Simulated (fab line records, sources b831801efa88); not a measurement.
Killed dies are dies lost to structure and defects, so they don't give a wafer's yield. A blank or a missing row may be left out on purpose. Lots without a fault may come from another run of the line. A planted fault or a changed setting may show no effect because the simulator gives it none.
Tool commonality check | flow sky130 | 14 lots, 42 wafers sampled

WHY IT WAS OPENED
At SKY_LDD_LDN_TW_MEAS_13 the reading LDD_LDN_TW is flagged on 3 of 14 lots. Wafers without a fault read 1483, standard deviation 7.
Rule: a lot is flagged when every wafer of it that has a number lies more than 4 standard deviations from that mean, or none has a number. The other lots count as sound.

lot  | measured     | on            | LDD_LDN_TW, wafer by wafer | flag
L252 | day 22 07:20 | film_metro-02 | 1481 1483 1474             |
L253 | day 22 13:26 | film_metro-02 | 1477 1475 1482             |
L254 | day 23 17:53 | film_metro-02 | 1583 1579 1576             | FLAGGED
L255 | day 24 10:40 | film_metro-04 | 1481 1482 1484             |
L256 | day 25 21:03 | film_metro-04 | 1592 1584 1585             | FLAGGED
L257 | day 25 21:38 | film_metro-03 | 1486 1489 1487             |
L258 | day 26 10:19 | film_metro-04 | 1600 1592 1598             | FLAGGED
L260 | day 26 13:56 | film_metro-02 | 1477 1472 1483             |
L263 | day 26 19:46 | film_metro-04 | 1489 1490 1493             |
L268 | day 29 01:11 | film_metro-03 | 1487 1486 1485             |
L266 | day 29 04:15 | film_metro-03 | 1491 1494 1481             |
L270 | day 29 14:44 | film_metro-04 | 1489 1486 1478             |
L273 | day 30 16:38 | film_metro-04 | 1476 1479 1482             |
L275 | day 30 19:14 | film_metro-04 | 1473 1487 1485             |
The numbers of the flagged lots are 1588 on average: +105 against the usual, or +15 standard deviations.

WHICH TOOL RAN EACH LOT
The record holds 1 process step before the reading, out of a route of 708 steps. In each cell: the tool, then ch and the chambers that the sampled wafers went through, then the start.
lot  | flag    | SKY_LDD_LDN_IMPLANT_11
L252 |         | implanter-01 ch 0, day 22 07:05
L253 |         | implanter-01 ch 0, day 22 13:12
L254 | FLAGGED | implanter-03 ch 0, day 23 17:13
L255 |         | implanter-02 ch 0, day 24 10:28
L256 | FLAGGED | implanter-02 ch 0, day 25 20:29
L257 |         | implanter-03 ch 0, day 25 21:23
L258 | FLAGGED | implanter-01 ch 0, day 26 09:44
L260 |         | implanter-02 ch 0, day 26 13:41
L263 |         | implanter-01 ch 0, day 26 19:34
L268 |         | implanter-02 ch 0, day 29 00:56
L266 |         | implanter-02 ch 0, day 29 04:01
L270 |         | implanter-01 ch 0, day 29 14:30
L273 |         | implanter-03 ch 0, day 30 16:25
L275 |         | implanter-03 ch 0, day 30 18:59
What these steps do:
- SKY_LDD_LDN_IMPLANT_11
- SKY_LDD_LDN_TW_MEAS_13

FLAGGED OVER TOTAL, TOOL BY TOOL (the gauges that took the reading come last)
step                   | tool          | lots run | flagged | share of the flagged lots | sound lots run after its first flagged lot
SKY_LDD_LDN_IMPLANT_11 | implanter-01  | 5        | 1       | some                      | 2 (L263,L270)
SKY_LDD_LDN_IMPLANT_11 | implanter-02  | 5        | 1       | some                      | 3 (L260,L268,L266)
SKY_LDD_LDN_IMPLANT_11 | implanter-03  | 4        | 1       | some                      | 3 (L257,L273,L275)
SKY_LDD_LDN_TW_MEAS_13 | film_metro-02 | 4        | 1       | some                      | 1 (L260)
SKY_LDD_LDN_TW_MEAS_13 | film_metro-03 | 3        | 0       | none                      | -
SKY_LDD_LDN_TW_MEAS_13 | film_metro-04 | 7        | 2       | some                      | 4 (L263,L270,L273,L275)

WHAT THE TABLE ALLOWS
No row of the table ran every flagged lot.

WHAT THE SIMULATOR HAD PUT IN
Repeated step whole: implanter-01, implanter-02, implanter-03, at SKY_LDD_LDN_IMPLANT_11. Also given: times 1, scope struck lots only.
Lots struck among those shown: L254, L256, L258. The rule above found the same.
